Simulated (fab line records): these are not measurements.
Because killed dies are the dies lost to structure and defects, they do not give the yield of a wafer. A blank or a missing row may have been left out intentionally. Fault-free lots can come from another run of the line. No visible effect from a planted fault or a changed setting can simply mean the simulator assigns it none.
One fault through the eyes of 2 desks :: flow gf180mcu :: each desk has only its own numbers; what lay behind them comes last

## METROLOGY DESK
Lot by lot, what the gauges showed, no matter which tool ran the lot: averages of those sampled wafers that carry a number. The brackets show how far a lot's mean lies from the usual mean; more than 4 standard deviations puts the lot out of limits, marked OUT.
Columns: A = VT_IMPLANT_TW at GF_VT_IMPLANT_TW_MEAS_10, usual 563; B = cdNm at GF_HV_LDD_CD_MEAS_31, usual 400.2 nm; C = NSD_OVL at GF_NSD_OVL_MEAS_08, usual -0.7 nm
lot: L211
first seen here: day 5 17:59
A: 562
B: 401.2
C: 1.1

lot: L212
first seen here: day 6 01:47
A: 553
B: 402.3
C: -0.7

lot: L213
first seen here: day 6 07:55
A: 567
B: 403.4
C: -2.1

lot: L214
first seen here: day 6 13:44
A: 568
B: 401.7
C: -0.6

lot: L217
first seen here: day 7 14:33
A: 672 (+18) OUT
B: 399.2
C: -0.3

lot: L218
first seen here: day 7 14:46
A: 566
B: 400.2
C: -0.8

lot: L219
first seen here: day 7 22:01
A: 674 (+18) OUT
B: 399.3
C: -1.6

lot: L223
first seen here: day 9 05:28
A: 551
B: 399.5
C: 0.1

lot: L224
first seen here: day 9 11:56
A: 570
B: 397.9
C: -0.6

lot: L225
first seen here: day 9 17:08
A: 570
B: 396.4
C: -0.8

lot: L230
first seen here: day 10 18:32
A: 555
B: 401.3
C: -0.4

lot: L231
first seen here: day 10 21:35
A: 551
B: 399.7
C: 0.8

lot: L232
first seen here: day 11 05:15
A: 565
B: 401.4
C: -0.4

lot: L233
first seen here: day 11 12:10
A: 565
B: 400.5
C: -2.2
This desk's finding: out of limits on L217, L219; first on L217, day 7 14:33 (VT_IMPLANT_TW at GF_VT_IMPLANT_TW_MEAS_10). L211, L212, L213, L214, L218, L223, L224, L225, L230, L231, L232, L233 stayed within limits.

## AT THE TOOL OWNER'S DESK: implanter-02
GF_VT_IMPLANT_IMPLANT_08, tool's own readings: per-lot mean of the sampled wafers with a number, covering each lot this tool ran. The brackets show how far a lot's mean lies from the usual mean; more than 4 standard deviations puts the lot out of limits, marked OUT.
Columns: A = doseIonsCm2 at GF_VT_IMPLANT_IMPLANT_08, usual 8.29e+12; B = faradayCurrentUA at GF_VT_IMPLANT_IMPLANT_08, usual 46.9
lot: L212
first seen here: day 6 01:32
A: 8.30e+12
B: 47.2

lot: L214
first seen here: day 6 13:30
A: 8.30e+12
B: 47.1

lot: L217
first seen here: day 7 14:19
A: 1.43e+13 (+99 or more) OUT
B: 79.7 (+33) OUT

lot: L219
first seen here: day 7 21:48
A: 1.43e+13 (+99 or more) OUT
B: 80.9 (+35) OUT
This desk's finding: out of limits on L217, L219; first on L217, day 7 14:19 (doseIonsCm2 at GF_VT_IMPLANT_IMPLANT_08). L212, L214 stayed within limits.

## ALL TOGETHER
The tool owner's desk had the chance to raise an alarm at day 7 14:19 on L217, L219.
An alarm was possible from the metrology desk at day 7 14:33, on L217, L219.
The lots listed all ran GF_VT_IMPLANT_IMPLANT_08 on implanter-02.

## WHAT THE SIMULATOR PUT IN
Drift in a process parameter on implanter-02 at GF_VT_IMPLANT_IMPLANT_08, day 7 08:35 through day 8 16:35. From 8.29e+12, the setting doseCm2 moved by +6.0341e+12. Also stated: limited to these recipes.
Shown lots that were struck: L217, L219.
Time in hours from fault onset to the first out-of-limits reading at each desk: tool owner's desk 6, metrology desk 6.
